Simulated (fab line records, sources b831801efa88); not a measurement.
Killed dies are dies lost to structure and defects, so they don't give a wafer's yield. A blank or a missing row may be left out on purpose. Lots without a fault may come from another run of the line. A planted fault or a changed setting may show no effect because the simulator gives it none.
Which tool did it? | flow gf180mcu | 6 lots, 18 wafers sampled, at 1 step of a route of 602

WHAT THE GAUGES READ, wafer by wafer
GF_V4_OVL_MEAS_15.
lot  | measured     | on         | V4_OVL (nm)
L300 | day 24 10:49 | overlay-01 | -13 -7 -14
L303 | day 25 13:22 | overlay-02 | -10 -8 -8
L305 | day 26 08:31 | overlay-02 | -11 -8 -10
L313 | day 28 20:31 | overlay-01 | -6 1 7
L320 | day 30 23:51 | overlay-01 | -15 -10 -16
L322 | day 31 10:18 | overlay-01 | -7 -11 -10

WHICH TOOL RAN EACH LOT (tool, then ch and the chambers of the sampled wafers, then the start)
The record holds no process step before these readings.

THE ANSWER, worked out from the rows above alone
Rule: what is usual is taken from the lots themselves. Put in order of their means at a reading, lots are off if they are a third of the lots or fewer, leave a main group of 4 or more, and stand apart from it by a gap of 3 or more times the standard deviation of the main group's means; of several such gaps the widest counts. A main group whose means are all the same, to the digits that the tables above print for the reading, isn't used. A lot without any number at a reading at which 4 lots or more have one is off too. The other lots that the step has rows for count as sound.
Off: L313, at GF_V4_OVL_MEAS_15 (V4_OVL). The main group: mean -11 nm, standard deviation 1.8.
A tool fits if, at a process step before that reading, it ran every lot that is off, and no sound lot after the first of them. The gauges at GF_V4_OVL_MEAS_15 are tried like those tools. None of those tried fits.

WHAT THE SIMULATOR HAD PUT IN
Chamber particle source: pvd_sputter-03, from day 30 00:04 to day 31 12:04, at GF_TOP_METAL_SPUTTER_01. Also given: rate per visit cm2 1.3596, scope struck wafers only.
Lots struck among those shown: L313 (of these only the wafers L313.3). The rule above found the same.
